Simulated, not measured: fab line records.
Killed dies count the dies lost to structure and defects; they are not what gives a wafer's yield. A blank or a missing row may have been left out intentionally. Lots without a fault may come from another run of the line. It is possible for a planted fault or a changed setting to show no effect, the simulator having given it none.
What tool caused it? + flow gf180mcu + Sampling: 11 lots, 33 wafers, 3 of 602 route steps

## WHAT THE GAUGES READ, wafer by wafer
GF_NSD_OVL_MEAS_08. Usual: NSD_OVL 0.6 nm, standard deviation 1.5.
| lot  | measured     | on         | NSD_OVL (nm)      | flag |
|------|--------------|------------|-------------------|------|
| L461 | day 13 09:58 | overlay-01 | -1.6 -0.1 -0.5    |      |
| L462 | day 13 21:11 | overlay-01 | 0.1 -0.7 0.9      |      |
| L463 | day 14 12:07 | overlay-01 | -0.1 0.2 0.9      |      |
| L464 | day 14 22:25 | overlay-02 | 0.3 0.1 -0.7      |      |
| L465 | day 14 23:47 | overlay-02 | 2.0 1.2 2.3       |      |
| L473 | day 17 21:49 | overlay-02 | -94.2 -93.2 -93.4 | OFF  |
| L475 | day 18 07:50 | overlay-02 | -94.0 -93.1 -94.0 | OFF  |
| L476 | day 18 21:28 | overlay-02 | -1.6 1.4 0.5      |      |
| L479 | day 19 23:55 | overlay-02 | -1.3 -1.1 -1.3    |      |
| L480 | day 20 03:58 | overlay-02 | 2.1 1.4 1.8       |      |
| L482 | day 21 00:10 | overlay-02 | 0.6 2.5 0.4       |      |

GF_V1_BOW_MEAS_05. Usual: V1_BOW 81 um, standard deviation 7.8.
| lot  | measured     | on           | V1_BOW (um) | flag |
|------|--------------|--------------|-------------|------|
| L461 | day 17 07:23 | filmMetro-02 | 79 75 82    |      |
| L462 | day 17 19:28 | filmMetro-01 | 74 75 72    |      |
| L463 | day 18 13:19 | filmMetro-04 | 79 93 82    |      |
| L464 | day 19 03:59 | filmMetro-04 | 83 74 90    |      |
| L465 | day 19 05:24 | filmMetro-02 | 81 72 73    |      |
| L473 | day 22 05:04 | filmMetro-01 | 87 103 86   |      |
| L475 | day 22 14:23 | filmMetro-01 | 71 85 67    |      |
| L476 | day 23 04:04 | filmMetro-04 | 91 78 88    |      |
| L479 | day 24 03:22 | filmMetro-01 | 89 87 86    |      |
| L480 | day 24 06:31 | filmMetro-01 | 80 84 79    |      |
| L482 | day 25 02:07 | filmMetro-02 | 76 91 75    |      |

## EACH LOT AND THE TOOL THAT RAN IT (in order: tool; ch and the chambers of the sampled wafers; start)
| lot  | GF_NSD_EXPOSE_04                   |
|------|------------------------------------|
| L461 | ilineStepper-01 ch 0, day 13 00:00 |
| L462 | ilineStepper-01 ch 0, day 13 10:52 |
| L463 | ilineStepper-01 ch 0, day 14 01:47 |
| L464 | ilineStepper-02 ch 0, day 14 11:47 |
| L465 | ilineStepper-02 ch 0, day 14 13:14 |
| L473 | ilineStepper-01 ch 0, day 17 09:58 |
| L475 | ilineStepper-01 ch 0, day 17 19:46 |
| L476 | ilineStepper-02 ch 0, day 18 08:36 |
| L479 | ilineStepper-02 ch 0, day 19 11:31 |
| L480 | ilineStepper-02 ch 0, day 19 15:26 |
| L482 | ilineStepper-02 ch 0, day 20 11:46 |
- GF_NSD_EXPOSE_04: exposes mask Nplus, target cd 400 nm.

## AS READ BY THE TOOLS THEMSELVES (means over the sampled wafers that have a number; for cases with no such wafer, the mark the record gives instead)
The record holds no such reading with a usual standard deviation.

## THE ANSWER, worked out from the rows above alone
Rule: a lot is off if the mean of its wafers that have a number lies more than 3 standard deviations from the usual mean. Also off: a lot with no number at a reading for which 4 or more lots have one. Any other lot the step has rows for is counted as sound. Order of review: gauges by route order, followed by the tools' own readings, for which a lot's mean as printed above is used. The first step at which some lot is off is used, and at that step the reading that is off furthest; a lot without a number counts as furthest.
Off: L473, L475, seen at GF_NSD_OVL_MEAS_08 (NSD_OVL).
A tool fits if, at a process step before that reading, it ran every lot that is off, and no sound lot after the first of them. The gauges at GF_NSD_OVL_MEAS_08 are tried like those tools. One candidate fits, namely ilineStepper-01 at GF_NSD_EXPOSE_04. A fault onset in the window from L463 (day 14 01:47, its last sound lot) to L473 (day 17 09:58, its first lot off) fits.

## WHAT THE SIMULATOR PUT IN
Scanner matching overlay: ilineStepper-01, from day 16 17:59 on, at GF_NSD_EXPOSE_04. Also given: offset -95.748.
Struck lots among those shown: L473, L475. The rule above found the same.
